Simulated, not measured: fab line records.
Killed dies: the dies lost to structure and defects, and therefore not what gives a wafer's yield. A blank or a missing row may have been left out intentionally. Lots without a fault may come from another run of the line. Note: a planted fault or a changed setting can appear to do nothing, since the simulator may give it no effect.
A lot that was struck, set against a sound lot -- flow gf180mcu -- 14 steps out of a route of 602
Sound: wafers L103.2, L103.3, L103.4. Struck: wafers L120.1, L120.4, L120.6. Last of all comes the cause.
At each step with rows: each side's tool, then ch and its chambers, then its first start. Under that, the readings that differ: sound wafers -- struck wafers -- difference of the means -- sigmas: that difference in standard deviations of wafers without a fault.
alike: readings with means less than 2 such deviations apart, plus words and numbers identical on both sides. not compared: withheld readings, readings lacking a value on some wafer, bounds such as >300 that could conceal the same value, and numbers that have no deviation in the record and whose values overlap.
Wherever a step has rows on one side only, a row that says differs or no value, or a row with sigmas, the two part there. When numbers do not overlap yet have no deviation, they are printed without sigmas and do not part them. A reading missing from all wafers of one side parts the sides only when that side holds two or more wafers.

first, 2 steps without rows for these wafers: GF_M3_CLEAN_19 (cleans in DIW); GF_V3_CVD_00 (deposits SiO2, target thk 600 nm, time 100 s).
GF_V3_THK_MEAS_01:
  sound on film_metro-03 at day 21 16:52; struck on film_metro-02 at day 27 13:02
  alike: V3_CVD_00_THK
GF_V3_CVD_02: deposits SiO2 from TEOS, target thk 850 nm, time 94.851 s.
  sound on pecvd-01 ch 0,1,2, day 21 16:55; struck on pecvd-02 ch 0,2, day 27 13:06
  alike: heater_power_w, rf_fwd_power_W
GF_V3_THK_MEAS_03:
  sound on film_metro-02 at day 21 17:00; struck on film_metro-03 at day 27 13:10
  alike: V3_CVD_02_THK
GF_V3_CMP_04: polishes SiO2.
  sound on cmp-01 ch 0,1,2, day 21 17:03; struck on cmp-02 ch 0,1,3, day 27 13:17
  alike: edge_zone_pressure_frac, motor_current_A, time_to_endpoint_s
GF_V3_BOW_MEAS_05:
  sound on film_metro-02 at day 21 17:23; struck on film_metro-03 at day 27 13:32
  alike: V3_BOW
then, 5 steps without rows for these wafers: GF_V3_DEHYDRATE_06 (time 60 s); GF_V3_HMDS_07 (prime time 60 s); GF_V3_COAT_08; GF_V3_COAT_09 (resist thk 1000 nm); GF_V3_SOFTBAKE_10 (time 60 s).
GF_V3_EXPOSE_11: exposes mask Via3, target cd 260 nm.
  struck on krf_scanner-02, day 27 23:34; sound on krf_scanner-02 ch 0, day 22 05:20
  no value came back on the struck wafers for exposure_dose_mJ_cm2, focus_offset_nm (nm); on the sound wafers exposure_dose_mJ_cm2 reads 38.01 38.03 37.98
  alike: mask
then, 1 step without rows for these wafers: GF_V3_PEB_12 (peb time 90 s).

## WHERE THEY PART
At GF_V3_EXPOSE_11 and nowhere else, as far as this record goes.

WHY: what the simulator had put in
Entire step skipped (krf_scanner-02, GF_V3_EXPOSE_11), from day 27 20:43 onward. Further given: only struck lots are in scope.
